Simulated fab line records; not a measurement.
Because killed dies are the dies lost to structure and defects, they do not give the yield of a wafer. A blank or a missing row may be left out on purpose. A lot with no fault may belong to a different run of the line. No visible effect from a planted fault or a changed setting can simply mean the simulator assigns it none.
Comparing a struck lot with a sound one -- flow sky130 -- 16 out of 708 route steps
Sound: wafers L420.1, L420.2, L420.4. Wafers L416.1, L416.4, L416.6 were the ones struck. The cause is named last.
Per side, at each step with rows, come the tool, then ch with its chambers, and then its first start. Under that, the readings that differ: sound wafers -- struck wafers -- difference of the means -- sigmas: that difference in standard deviations of wafers without a fault.
alike: same words and numbers on both sides, and readings whose means sit less than 2 such deviations apart. not compared: any withheld reading, any reading some wafer has no value for, any bound like >300 that may hide the same value, and any number with overlapping values for which the record gives no deviation.
A row with sigmas, a row that says differs or no value, or rows on one side alone: a step with any of these is where the two part. Non-overlapping numbers with no deviation appear without sigmas and do not part them. A reading that every wafer of one side lacks parts them only if that side has two wafers or more.

SKY_VIA3_BOW_MEAS_03:
  sound on film_metro-04 at day 43 11:34; struck on film_metro-02 at day 42 06:38
  alike: VIA3_BOW
then, 8 steps without rows for these wafers: SKY_VIA3_DEHYDRATE_04 (time 60 s); SKY_VIA3_HMDS_05 (prime time 60 s); SKY_VIA3_COAT_06 (resist thk 60 nm); SKY_VIA3_COAT_07 (resist thk 450 nm); SKY_VIA3_SOFTBAKE_08 (time 90 s); SKY_VIA3_EXPOSE_09 (exposes mask VIM3, target cd 200 nm); SKY_VIA3_PEB_10; SKY_VIA3_DEVELOP_11 (develop time 60 s).
SKY_VIA3_CD_MEAS_12: target cd 200 nm.
  sound on cd_sem-01 at day 44 09:58; struck on cd_sem-02 at day 43 05:50
  alike: cd_nm
SKY_VIA3_OVL_MEAS_13:
  sound on overlay-02 at day 44 10:05; struck on overlay-02 at day 43 05:58
  alike: VIA3_OVL
SKY_VIA3_ETCH_14: etches BARC in N2/H2, stops on SiO2, time 45.9 s, target depth 60 nm.
  sound on rie_diel-01 ch 2,3, day 44 10:07; struck on rie_diel-04 ch 1,3, day 43 05:59
  alike: bias_w, chamber_pressure_mTorr, drypump_motor_current_A, oes_product_au, throttle_valve_pct
  not compared: rf_hours_counter_h
SKY_VIA3_ETCH_15: etches SiO2 in C4F8/O2/Ar, stops on TiN, target depth 507 nm, time 78 s.
  sound on rie_diel-01 ch 2,3, day 44 10:10; struck on rie_diel-04 ch 1,3, day 43 06:02
  no value came back on the struck wafers for bias_w (W), chamber_pressure_mTorr (mTorr), oes_product_au (a.u.); on the sound wafers bias_w (W) reads 1199 1203 1200
reading,sound,struck,difference,sigmas
model.KrF-thick_of_VIA3_COAT_07.thk_nm (nm),288.5 291.8 287.7,391.8 391.8 391.4,+102.3,
  not compared: rf_hours_counter_h
SKY_VIA3_STRIP_16: strips in O2/N2.
  sound on plasma_asher-01 ch 0,1, day 44 10:13; struck on plasma_asher-01 ch 0,1, day 43 06:06
reading,sound,struck,difference,sigmas
oes_product_au (a.u.),0.406 0.402 0.401,0.449 0.447 0.439,+0.042,+8
strip_time_to_endpoint_s (s),4.105 4.129 4.097,5.179 5.178 5.190,+1.072,+51
  alike: chamber_pressure_mTorr, drypump_motor_current_A
  not compared: rf_hours_counter_h
then, 1 step without rows for these wafers: SKY_VIA3_STRIP_17 (strips in post etch residue remover, time 1200 s).
-- the record jumps here: 6 days lie between the struck wafers' starts before and after (it left off in module VIA3 and takes up again in module PAD_OPEN, whose first step shown is number 708 of the route) --
SKY_PAD_OPEN_PROBE_99:
  rows exist in the record for the struck wafers here (prober-02, day 48 19:35), but not for the sound ones

WHERE THEY PART
First at SKY_VIA3_ETCH_15; last, within this record, at SKY_PAD_OPEN_PROBE_99.

WHY: whatever the simulator had introduced
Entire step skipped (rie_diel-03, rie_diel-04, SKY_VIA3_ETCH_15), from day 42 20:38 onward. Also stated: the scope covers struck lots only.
